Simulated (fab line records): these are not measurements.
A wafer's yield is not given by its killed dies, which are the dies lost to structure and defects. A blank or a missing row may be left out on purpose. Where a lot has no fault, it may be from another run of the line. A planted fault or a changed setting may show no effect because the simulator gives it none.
Split-lot experiment    flow gf180mcu    route with 602 steps; 5 lots, 23 wafers read

== THE SPLIT ==
At GF_MVPSD_STRIP_10 (strips in O2/N2), the setting pressure mtorr was moved away from the recipe's 1500 mTorr on 10 of the 23 wafers read, by -12.6% to -8.9%. All remaining wafers had this setting at the recipe value.

The reading comes from the split's own step.

== THE READING ==
oes product au, in a.u., at GF_MVPSD_STRIP_10 (strips in O2/N2). Fault-free wafers of this fab line usually give 0.723 a.u., standard deviation 0.0044 a.u.

wafer   tool, chamber at the split  pressure mtorr as run, mTorr  against the recipe  oes product au, a.u.  against lot-mates on the recipe
L075.1  plasma asher-01, 0          1500                          recipe              0.717                 -
L075.4  plasma asher-01, 0          1500                          recipe              0.734                 -
L075.6  plasma asher-01, 0          1500                          recipe              0.729                 -
L077.1  plasma asher-01, 1          1500                          recipe              0.716                 -
L077.2  plasma asher-01, 0          1500                          recipe              0.726                 -
L077.3  plasma asher-01, 1          1500                          recipe              0.724                 -
L077.5  plasma asher-01, 1          1500                          recipe              0.723                 -
L077.6  plasma asher-01, 0          1500                          recipe              0.734                 -
L078.1  plasma asher-01, 1          1500                          recipe              0.713                 -
L078.2  plasma asher-01, 0          1500                          recipe              0.725                 -
L078.3  plasma asher-01, 1          1500                          recipe              0.719                 -
L078.4  plasma asher-01, 0          1500                          recipe              0.722                 -
L078.6  plasma asher-01, 1          1500                          recipe              0.727                 -
L079.1  plasma asher-01, 1          1366                          -8.9%               0.712                 no lot-mate on the recipe
L079.2  plasma asher-01, 0          1366                          -8.9%               0.707                 no lot-mate on the recipe
L079.3  plasma asher-01, 0          1366                          -8.9%               0.711                 no lot-mate on the recipe
L079.4  plasma asher-01, 1          1366                          -8.9%               0.708                 no lot-mate on the recipe
L079.5  plasma asher-01, 0          1366                          -8.9%               0.712                 no lot-mate on the recipe
L083.2  plasma asher-01, 0          1311                          -12.6%              0.704                 no lot-mate on the recipe
L083.3  plasma asher-01, 0          1311                          -12.6%              0.705                 no lot-mate on the recipe
L083.4  plasma asher-01, 1          1311                          -12.6%              0.708                 no lot-mate on the recipe
L083.5  plasma asher-01, 0          1311                          -12.6%              0.697                 no lot-mate on the recipe
L083.6  plasma asher-01, 1          1311                          -12.6%              0.706                 no lot-mate on the recipe

FIT RESULTS
A straight line over all 23 wafers: oes product au changes by +0.00156 a.u. for each +1% of pressure mtorr; r = +0.86; the points scatter about the line by 0.0053 a.u.
Too few moved wafers have a lot-mate on the recipe to fit a line with each lot's own level taken away.
Tool readings at the split's step, against how far the setting was moved: oes product au r = +0.86; strip time to endpoint s r = -0.99.

== THE WHOLE CHAIN: every reading that the file lists as answering this split, in the file's order ==
step               what it does     reading                   change (the file's fit)                    r (the file's)
GF_MVPSD_STRIP_10  strips in O2/N2  oes product au            +0.00158 a.u. for each +1% of the setting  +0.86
GF_MVPSD_STRIP_10  strips in O2/N2  strip time to endpoint s  withheld for each +1% of the setting       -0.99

== THE FILE'S OWN FIT ==
oes product au changes by +0.00158 a.u. for each +1% of pressure mtorr, r = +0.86.
